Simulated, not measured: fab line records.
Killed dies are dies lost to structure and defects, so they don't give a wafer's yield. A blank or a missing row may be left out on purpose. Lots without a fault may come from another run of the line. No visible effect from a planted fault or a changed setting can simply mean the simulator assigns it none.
Which tool was responsible? / flow sky130 / 18 wafers from 6 lots sampled at 4 of the route's 708 steps

WHAT THE GAUGES READ, wafer by wafer
SKY_SD_N_RS_MEAS_16: measures by four-point-probe.
lot=L629; measured=day 29 13:19; on=film-metro-04; SD_N_RS (ohm/sq)=68.71 68.45 68.65
lot=L634; measured=day 31 06:43; on=film-metro-04; SD_N_RS (ohm/sq)=68.43 68.46 68.56
lot=L635; measured=day 31 16:23; on=film-metro-04; SD_N_RS (ohm/sq)=68.46 68.50 68.70
lot=L638; measured=day 32 02:59; on=film-metro-03; SD_N_RS (ohm/sq)=68.57 68.58 68.52
lot=L637; measured=day 32 07:04; on=film-metro-03; SD_N_RS (ohm/sq)=68.81 68.67 68.55
lot=L648; measured=day 35 00:37; on=film-metro-03; SD_N_RS (ohm/sq)=68.74 68.62 68.54

WHICH TOOL RAN EACH LOT (tool, then ch and the chambers of the sampled wafers, then the start)
lot=L629; SKY_LDD_HVN_STRIP_09=plasma-asher-02 ch 0,1, day 22 03:53; SKY_RES_XHIGH_IMPLANT_07=implanter-01 ch 0, day 28 08:09; SKY_SD_N_RTA_14=rtp-anneal-02 ch 0, day 29 13:07
lot=L634; SKY_LDD_HVN_STRIP_09=plasma-asher-01 ch 0,1, day 24 02:35; SKY_RES_XHIGH_IMPLANT_07=implanter-01 ch 0, day 30 02:56; SKY_SD_N_RTA_14=rtp-anneal-02 ch 0, day 31 06:32
lot=L635; SKY_LDD_HVN_STRIP_09=plasma-asher-02 ch 0,1, day 24 09:02; SKY_RES_XHIGH_IMPLANT_07=implanter-01 ch 0, day 30 11:36; SKY_SD_N_RTA_14=rtp-anneal-02 ch 0, day 31 16:12
lot=L638; SKY_LDD_HVN_STRIP_09=plasma-asher-01 ch 1, day 24 18:35; SKY_RES_XHIGH_IMPLANT_07=implanter-02 ch 0, day 30 22:24; SKY_SD_N_RTA_14=rtp-anneal-02 ch 0, day 32 02:48
lot=L637; SKY_LDD_HVN_STRIP_09=plasma-asher-01 ch 0,1, day 25 03:04; SKY_RES_XHIGH_IMPLANT_07=implanter-02 ch 0, day 31 02:23; SKY_SD_N_RTA_14=rtp-anneal-02 ch 0, day 32 06:53
lot=L648; SKY_LDD_HVN_STRIP_09=plasma-asher-01 ch 0,1, day 28 01:41; SKY_RES_XHIGH_IMPLANT_07=implanter-04 ch 0, day 33 21:34; SKY_SD_N_RTA_14=rtp-anneal-01 ch 0, day 35 00:26
- SKY_LDD_HVN_STRIP_09: strips in O2/N2.
- SKY_RES_XHIGH_IMPLANT_07
- SKY_SD_N_RTA_14: time 2 s.

THE ANSWER, worked out from the rows above alone
Rule: the lots themselves supply what counts as usual. Put in order of their means at a reading, lots are off if they are a third of the lots or fewer, leave a main group of 4 or more, and stand apart from it by a gap of 3 or more times the standard deviation of the main group's means; of several such gaps the widest counts. A main group whose means are all the same, to the digits that the tables above print for the reading, isn't used. Also off: a lot with no number at a reading for which 4 or more lots have one. The other lots that the step has rows for count as sound.
No lot is off on any of the readings shown, so nothing can be concluded from this.

WHAT THE SIMULATOR HAD PUT IN
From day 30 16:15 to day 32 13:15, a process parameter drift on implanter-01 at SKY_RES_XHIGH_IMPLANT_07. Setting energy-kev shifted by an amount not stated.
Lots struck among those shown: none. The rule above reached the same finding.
